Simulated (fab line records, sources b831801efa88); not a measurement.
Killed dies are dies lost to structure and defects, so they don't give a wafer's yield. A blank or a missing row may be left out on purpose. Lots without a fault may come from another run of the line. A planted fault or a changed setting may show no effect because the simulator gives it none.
Chamber matching | flow sky130 | SKY_LI_CONTACT_CMP_24 on cmp-01: 4 sister chambers
The step polishes, stops on PSG, t overpolish 20 s, target thk 0 nm. 4 wafers are shown with their chamber, then 7 later ones without.

WAFERS WITH THEIR CHAMBER
wafer  | chamber | motor_current_A (A)
L832.5 | 0       | 10.1
L832.6 | 1       | 10.2
L835.2 | 2       | 11.0
L835.3 | 3       | 12.0

WAFERS WITHOUT THEIR CHAMBER
wafer  | motor_current_A (A)
L835.6 | 10.1
L837.2 | 11.9
L837.3 | 11.0
L837.4 | 11.6
L843.3 | 11.6
L843.4 | 9.7
L843.5 | 9.3

WHICH CHAMBER EACH WENT THROUGH
wafer  | from the rows above     | in truth
L835.6 | can't be placed: 0 or 1 | 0
L837.2 | can't be placed: 3 or 2 | 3
L837.3 | can't be placed: 2 or 1 | 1
L837.4 | can't be placed: 3 or 2 | 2
L843.3 | can't be placed: 3 or 2 | 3
L843.4 | can't be placed: 0 or 1 | 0
L843.5 | can't be placed: 0 or 1 | 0
Placed correctly: 0 of 7. Can't be placed from these rows: 7 (the true chamber is among the candidates in 7). Placed wrongly: 0.
How it was worked out, from the rows above alone: a wafer's distance from a chamber is the root of the sum, over the readings, of the square of ((its reading less the chamber's mean) divided by the reading's scatter). The wafer belongs to the nearest chamber; if the next one is less than 2 further off, it can't be placed. A chamber's mean is the mean of its shown wafers. The scatter: with one shown wafer a chamber, the root of the mean of the squares of how far each hidden wafer lies from its nearest shown one.
